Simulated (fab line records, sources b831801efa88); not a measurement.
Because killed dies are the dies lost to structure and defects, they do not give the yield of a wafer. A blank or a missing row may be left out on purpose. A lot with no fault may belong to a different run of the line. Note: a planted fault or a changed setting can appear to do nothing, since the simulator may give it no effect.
Which tool did it? | flow sky130 | 18 wafers from 6 lots sampled at 4 of the route's 708 steps

## WHAT EACH GAUGE READ, for each wafer
SKY_VT_ADJUST_NCORE_TW_MEAS_11.
lot  | measured     | on            | VT_ADJUST_NCORE_TW
L253 | day 9 10:14  | film metro-02 | 219.5 220.3 219.9
L255 | day 9 21:53  | film metro-01 | 220.8 218.3 219.3
L265 | day 12 19:17 | film metro-04 | 223.0 221.1 221.9
L268 | day 13 18:39 | film metro-01 | 219.8 220.4 220.2
L270 | day 14 05:34 | film metro-01 | 217.3 216.8 217.3
L272 | day 14 18:54 | film metro-04 | 222.3 221.5 222.0

## TOOL THAT RAN EACH LOT (tool first, then ch and the chambers of the sampled wafers, then the start)
lot  | SKY_NWELL_STRIP_25                   | SKY_VT_ADJUST_NCORE_COAT_02       | SKY_VT_ADJUST_NCORE_STRIP_10
L253 | plasma asher-01 ch 0,1, day 5 23:37  | litho track-03 ch 0, day 8 23:09  | plasma asher-02 ch 0,1, day 9 10:08
L255 | plasma asher-04 ch 0,1, day 6 09:23  | litho track-03 ch 0, day 9 10:06  | plasma asher-01 ch 0,1, day 9 21:47
L265 | plasma asher-03 ch 0,1, day 8 22:14  | litho track-04 ch 0, day 12 06:14 | plasma asher-02 ch 0,1, day 12 19:11
L268 | plasma asher-01 ch 0,1, day 9 17:38  | litho track-03 ch 0, day 13 05:25 | plasma asher-01 ch 0,1, day 13 18:32
L270 | plasma asher-01 ch 0,1, day 10 02:52 | litho track-02 ch 0, day 13 16:20 | plasma asher-02 ch 0,1, day 14 05:28
L272 | plasma asher-04 ch 0,1, day 10 14:29 | litho track-03 ch 0, day 14 04:49 | plasma asher-02 ch 0,1, day 14 18:47
- SKY_NWELL_STRIP_25: strips in O2/N2.
- SKY_VT_ADJUST_NCORE_COAT_02: resist thk 1140 nm.
- SKY_VT_ADJUST_NCORE_STRIP_10: strips in O2/N2.

## THE ANSWER, worked out from the rows above alone
Rule: the lots themselves supply what counts as usual. The widest of any qualifying gaps counts: lots, ordered by their means at a reading, are off when they make up no more than a third of the lots, leave a main group of 4 or more, and stand apart from it by 3 or more times the standard deviation of that group's means. Not used: any main group whose means are identical at the precision the tables above print for the reading. A lot without any number at a reading at which 4 lots or more have one is off too. The other lots that the step has rows for count as sound.
Across all readings shown, no lot is off: no conclusion can be drawn from this.

## WHAT THE SIMULATOR PUT IN
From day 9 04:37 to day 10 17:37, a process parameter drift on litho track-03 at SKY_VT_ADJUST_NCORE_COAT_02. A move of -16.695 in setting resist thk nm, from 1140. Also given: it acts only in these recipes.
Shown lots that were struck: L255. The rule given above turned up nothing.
